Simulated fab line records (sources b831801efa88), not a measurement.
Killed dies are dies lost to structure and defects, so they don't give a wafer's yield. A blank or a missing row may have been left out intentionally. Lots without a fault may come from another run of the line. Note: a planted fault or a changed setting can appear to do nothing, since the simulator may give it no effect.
Which tool is to blame? | flow gf180mcu | 15 lots, 45 wafers sampled, at 1 step of a route of 602

## WHAT THE GAUGES SHOWED, per wafer
GF_V4_THK_MEAS_25: measures by xrf.
lot  | measured     | on            | V4_W_THK (nm)
L127 | day 24 11:06 | film metro-03 | 352 361 362
L128 | day 25 00:42 | film metro-03 | 365 360 354
L131 | day 26 09:49 | film metro-04 | 346 346 350
L132 | day 26 11:13 | film metro-04 | 345 345 347
L133 | day 26 18:20 | film metro-01 | 361 368 368
L135 | day 27 10:32 | film metro-03 | 359 355 355
L136 | day 27 12:25 | film metro-04 | 353 360 362
L137 | day 27 17:37 | film metro-04 | 365 364 361
L142 | day 29 05:37 | film metro-03 | 362 358 362
L144 | day 29 22:35 | film metro-04 | 362 362 368
L145 | day 29 23:32 | film metro-01 | 358 359 361
L146 | day 30 07:11 | film metro-03 | 372 371 370
L148 | day 30 21:11 | film metro-01 | 357 358 358
L149 | day 31 02:26 | film metro-01 | 357 356 355
L150 | day 31 10:41 | film metro-01 | 362 366 363

## WHAT TOOL EACH LOT RAN ON (gives the tool, then ch and the chambers of the sampled wafers, and finally the start)
No process step before these readings appears in the record.

## AS READ BY THE TOOLS THEMSELVES (means over the sampled wafers that have a number; for cases with no such wafer, the mark the record gives instead)
The record holds no such reading with a usual standard deviation.

## THE ANSWER, worked out from the rows above alone
Rule: usual is defined by the lots themselves. The widest of any qualifying gaps counts: lots, ordered by their means at a reading, are off when they make up no more than a third of the lots, leave a main group of 4 or more, and stand apart from it by 3 or more times the standard deviation of that group's means. If all means in a main group match to the digits the tables above print for the reading, that group is not used. A lot without any number at a reading at which 4 lots or more have one is off too. Any other lot the step has rows for is counted as sound. Order of review: gauges by route order, followed by the tools' own readings, for which a lot's mean as printed above is used. At the first step where some lot is off, the reading lying furthest off is the one used; lots without a number count as furthest.
No lot is off at any reading shown: from this, nothing can be told.

## WHAT HAD BEEN PUT IN BY THE SIMULATOR
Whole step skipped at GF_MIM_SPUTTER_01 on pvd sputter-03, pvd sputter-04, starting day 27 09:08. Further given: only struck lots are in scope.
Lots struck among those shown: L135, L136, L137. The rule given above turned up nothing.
